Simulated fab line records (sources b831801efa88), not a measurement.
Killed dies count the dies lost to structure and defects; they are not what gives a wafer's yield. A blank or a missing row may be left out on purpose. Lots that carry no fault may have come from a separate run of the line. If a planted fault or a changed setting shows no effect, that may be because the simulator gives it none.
What tool caused it? | flow sfq line | Sampling: 7 lots, 21 wafers, 2 of 325 route steps

== WHAT THE GAUGES SHOWED, per wafer ==
SFQ_M0_OVL_MEAS_906.
lot  | measured     | on         | M0_OVL (nm)
L546 | day 8 12:28  | overlay-01 | 0 -5 2
L549 | day 9 04:04  | overlay-01 | -1 0 0
L553 | day 11 00:31 | overlay-01 | -3 -2 -1
L555 | day 15 02:49 | overlay-02 | 1 2 8
L559 | day 16 09:36 | overlay-01 | 1 -1 -2
L565 | day 18 19:54 | overlay-01 | 2 5 5
L568 | day 19 12:42 | overlay-02 | -5 -7 -9

== WHAT TOOL EACH LOT RAN ON (gives the tool, then ch and the chambers of the sampled wafers, and finally the start) ==
lot  | SFQ_TRILAYER_M0_DEP_SPUTTER_019
L546 | pvd sputter-06, day 5 07:23
L549 | pvd sputter-05, day 5 23:36
L553 | pvd sputter-06, day 7 11:52
L555 | pvd sputter-04, day 10 05:59
L559 | pvd sputter-04, day 11 08:45
L565 | pvd sputter-05, day 13 05:09
L568 | pvd sputter-05, day 13 20:45
- SFQ_TRILAYER_M0_DEP_SPUTTER_019: material Nb, target thk 200 nm, time 133.3 s.

== THE ANSWER, worked out from the rows above alone ==
Rule: what is usual is taken from the lots themselves. The widest of any qualifying gaps counts: lots, ordered by their means at a reading, are off when they make up no more than a third of the lots, leave a main group of 4 or more, and stand apart from it by 3 or more times the standard deviation of that group's means. Not used: any main group whose means are identical at the precision the tables above print for the reading. Also off: a lot with no number at a reading for which 4 or more lots have one. All remaining lots with rows at the step are treated as sound.
Nothing can be told from this: no lot is off at any reading shown.

== WHAT THE SIMULATOR HAD INSERTED ==
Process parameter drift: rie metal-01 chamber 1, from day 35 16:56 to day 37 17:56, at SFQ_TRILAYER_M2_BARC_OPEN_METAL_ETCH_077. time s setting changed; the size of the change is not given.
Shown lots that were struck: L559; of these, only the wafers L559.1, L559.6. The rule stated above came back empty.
